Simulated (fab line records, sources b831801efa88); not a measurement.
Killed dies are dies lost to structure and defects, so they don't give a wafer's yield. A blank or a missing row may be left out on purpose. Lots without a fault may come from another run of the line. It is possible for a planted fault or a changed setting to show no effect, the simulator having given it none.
Which tool was responsible?	flow gf180mcu	Sampling: 12 lots, 36 wafers, 2 of 602 route steps

WHAT EACH GAUGE READ, for each wafer
GF_TOP_METAL_THK_MEAS_06: measures by xrf. Usual: TOP_METAL_ALCU_THK 894 nm, standard deviation 13.
lot	measured	on	TOP_METAL_ALCU_THK (nm)	flag
L257	day 27 05:31	film metro-04	881 890 885	
L258	day 27 11:22	film metro-04	898 898 876	
L260	day 28 05:44	film metro-01	876 886 885	
L263	day 29 09:07	film metro-04	909 903 912	
L264	day 29 11:13	film metro-03	901 920 901	
L267	day 30 09:41	film metro-04	897 893 877	
L269	day 30 18:46	film metro-01	887 895 893	
L270	day 31 10:49	film metro-01	894 910 915	
L275	day 32 15:09	film metro-04	910 916 898	
L276	day 32 20:34	film metro-03	892 908 890	
L277	day 33 03:41	film metro-01	932 904 920	
L278	day 33 07:05	film metro-03	898 888 900	

WHAT TOOL EACH LOT RAN ON (gives the tool, then ch and the chambers of the sampled wafers, and finally the start)
lot	GF_TOP_METAL_SPUTTER_00
L257	pvd sputter-03, day 27 05:10
L258	pvd sputter-02, day 27 11:01
L260	pvd sputter-03, day 28 05:25
L263	pvd sputter-01, day 29 08:46
L264	pvd sputter-01, day 29 10:52
L267	pvd sputter-01, day 30 09:20
L269	pvd sputter-03, day 30 18:26
L270	pvd sputter-01, day 31 10:27
L275	pvd sputter-01, day 32 14:49
L276	pvd sputter-02, day 32 20:13
L277	pvd sputter-01, day 33 03:20
L278	pvd sputter-03, day 33 06:44
- GF_TOP_METAL_SPUTTER_00: material Ti, target thk 37.5 nm, time 150 s.

WHAT THE TOOLS THEMSELVES READ (means of the sampled wafers that have a number; where no wafer has one, the mark that the record gives instead)
GF_TOP_METAL_SPUTTER_00. Usual: chamber pressure pa 1.999 Pa, standard deviation 0.0038; throttle valve pct 30.3 %, standard deviation 0.92.
lot	tool	chamber pressure pa (Pa)	throttle valve pct (%)	flag
L257	pvd sputter-03	2.002	29.8	
L258	pvd sputter-02	1.996	31.0	
L260	pvd sputter-03	2.006	29.5	
L263	pvd sputter-01	2.000	30.8	
L264	pvd sputter-01	2.004	30.6	
L267	pvd sputter-01	1.997	30.3	
L269	pvd sputter-03	1.997	30.0	
L270	pvd sputter-01	1.998	30.9	
L275	pvd sputter-01	1.998	30.8	
L276	pvd sputter-02	2.000	31.4	
L277	pvd sputter-01	1.999	30.5	
L278	pvd sputter-03	2.002	30.0	

THE ANSWER, worked out from the rows above alone
Rule: a lot counts as off when the mean over its wafers that have a number is more than 3 standard deviations away from the usual mean. A lot without any number at a reading at which 4 lots or more have one is off too. Any other lot the step has rows for is counted as sound. First the gauges in route order, then the tools' own readings, where a lot's mean is used as printed above. The first step at which some lot is off is used, and at that step the reading that is off furthest; a lot without a number counts as furthest.
No lot is off on any of the readings shown, so nothing can be concluded from this.

WHAT THE SIMULATOR HAD INSERTED
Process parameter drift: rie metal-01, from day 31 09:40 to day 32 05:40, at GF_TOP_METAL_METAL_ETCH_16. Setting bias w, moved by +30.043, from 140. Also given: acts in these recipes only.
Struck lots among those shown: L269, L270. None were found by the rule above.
